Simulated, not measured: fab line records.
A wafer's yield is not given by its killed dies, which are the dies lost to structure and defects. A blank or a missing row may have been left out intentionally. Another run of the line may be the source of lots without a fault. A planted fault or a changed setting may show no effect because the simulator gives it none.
Matching of chambers ; flow gf180mcu ; GF_V2_CMP_26 on cmp-01: 4 sister chambers
The step polishes, stops on SiO2, t overpolish 15 s, target thk 0 nm. 30 wafers are shown with their chamber, then 12 later ones without.

## WAFERS PAIRED WITH THEIR CHAMBERS
wafer;chamber;motor-current-A (A);slurry-filter-dp-kPa (kPa);time-to-endpoint-s (s)
L077.1;0;10.2;13.70;78.9
L077.5;3;12.9;13.59;84.0
L077.6;0;10.9;13.72;80.0
L078.1;0;10.3;13.53;81.9
L078.3;3;13.1;13.51;86.6
L078.4;2;11.8;13.35;85.0
L079.1;3;13.0;13.52;80.7
L079.3;2;11.2;13.27;80.3
L079.5;3;13.1;13.46;82.5
L081.3;2;11.4;13.44;83.6
L081.4;3;12.6;13.63;84.6
L081.5;3;12.5;13.93;84.1
L082.1;0;10.2;13.78;82.2
L082.3;2;11.1;13.50;86.7
L082.4;1;11.2;13.38;81.4
L084.2;2;11.1;13.36;86.4
L084.3;0;10.1;13.44;83.6
L084.4;1;11.1;13.50;84.0
L085.2;0;10.4;13.48;82.1
L085.3;2;12.0;13.31;84.8
L085.4;3;12.6;13.52;82.3
L088.4;2;12.1;13.53;85.2
L088.5;0;10.5;13.71;83.2
L088.6;3;13.0;13.50;88.1
L089.1;0;10.4;13.63;83.6
L089.5;3;12.8;13.50;88.6
L089.6;0;10.3;13.31;82.3
L091.4;0;10.6;13.60;81.4
L091.5;0;9.9;13.52;81.7
L091.6;1;11.1;13.39;78.6

SIGNATURES (averages over the wafers above)
reading;chamber 0;chamber 1;chamber 2;chamber 3;scatter within a chamber
motor-current-A;10.345;11.133;11.529;12.844;0.294
slurry-filter-dp-kPa;13.5836;13.4233;13.3943;13.5733;0.129
time-to-endpoint-s;81.900;81.333;84.571;84.611;2.15
Rule: for a wafer and a chamber, the distance is found by dividing, reading by reading, the gap between the wafer's reading and the chamber's mean by the reading's scatter, squaring, summing and taking the root. If the next closest chamber is less than 2 further off than the closest, the wafer can't be placed; otherwise it belongs to the closest. How the scatter is found: for the shown wafers, subtract from each reading the mean of its chamber, square and add these, divide the total by (wafers less chambers), then take the root.

## WAFERS WHOSE CHAMBER IS MISSING
wafer;motor-current-A (A);slurry-filter-dp-kPa (kPa);time-to-endpoint-s (s)
L093.2;9.9;13.55;88.9
L093.5;12.4;13.72;86.9
L093.6;11.1;13.35;84.6
L094.2;11.2;13.33;85.3
L094.4;12.7;13.64;88.7
L094.6;11.3;13.48;88.3
L096.1;10.6;13.54;86.2
L096.3;10.1;13.42;82.4
L096.6;10.6;13.41;85.3
L097.2;10.4;13.18;82.4
L097.3;12.9;13.48;86.8
L097.6;10.6;13.42;84.0

## WHICH CHAMBER EACH ONE RAN IN
wafer;from the rows above;in truth
L093.2;can't be placed: 0 or 1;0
L093.5;can't be placed: 3 or 2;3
L093.6;can't be placed: 2 or 1 or 0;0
L094.2;can't be placed: 2 or 1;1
L094.4;3;3
L094.6;can't be placed: 2 or 1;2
L096.1;can't be placed: 0 or 1 or 2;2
L096.3;0;0
L096.6;can't be placed: 0 or 1 or 2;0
L097.2;can't be placed: 0 or 1 or 2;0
L097.3;3;3
L097.6;can't be placed: 0 or 1 or 2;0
3 of 12 placed correctly. Can't be placed from these rows: 9 (the true chamber is among the candidates in 9). Placed wrongly: 0.
